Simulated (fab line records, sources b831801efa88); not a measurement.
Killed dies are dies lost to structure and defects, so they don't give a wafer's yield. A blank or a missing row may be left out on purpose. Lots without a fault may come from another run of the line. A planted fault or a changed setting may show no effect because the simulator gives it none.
One fault seen from 2 desks | flow gf180mcu | each desk has only its own numbers; what lay behind them comes last

THE METROLOGY DESK
What the gauges read, lot by lot, whatever tool the lot ran on: means of the sampled wafers that have a number. A lot is out of limits, marked OUT, if its mean lies more than 4 standard deviations from the usual mean; the brackets give that distance.
Columns: A = V3_CVD_00_THK at GF_V3_THK_MEAS_01, usual 599 nm
lot  | first seen here | A
L871 | day 21 08:22    | 608
L872 | day 21 21:00    | 604
L873 | day 22 03:13    | 599
L874 | day 22 10:22    | 601
L876 | day 23 13:56    | 603
L877 | day 23 14:16    | 606
L885 | day 26 09:27    | 604
L887 | day 26 20:40    | 592
L890 | day 28 04:04    | 589
L891 | day 28 05:39    | 594
L893 | day 28 15:05    | 598
L894 | day 28 22:01    | 600
This desk's finding: nothing out of limits on any of the 12 lots.

THE TOOL OWNER'S DESK: cmp-01
The tool's own readings at GF_V5_CMP_04 (polishes SiO2): means of the sampled wafers that have a number, for each lot that ran on this tool. A lot is out of limits, marked OUT, if its mean lies more than 4 standard deviations from the usual mean; the brackets give that distance.
Columns: A = edge_zone_pressure_frac at GF_V5_CMP_04, usual 1.000; B = motor_current_A at GF_V5_CMP_04, usual 12.1 A; C = retaining_ring_pressure_frac at GF_V5_CMP_04, usual 1.001
lot  | first seen here | A     | B    | C
L874 | day 27 05:11    | 1.003 | 11.9 | 1.006
L877 | day 28 07:55    | 1.001 | 11.9 | 1.001
L885 | day 30 17:00    | 0.999 | 11.0 | 1.001
This desk's finding: nothing out of limits on any of the 3 lots.

PUT TOGETHER
The metrology desk saw nothing out of limits.
The tool owner's desk saw nothing out of limits.

WHAT THE SIMULATOR HAD PUT IN
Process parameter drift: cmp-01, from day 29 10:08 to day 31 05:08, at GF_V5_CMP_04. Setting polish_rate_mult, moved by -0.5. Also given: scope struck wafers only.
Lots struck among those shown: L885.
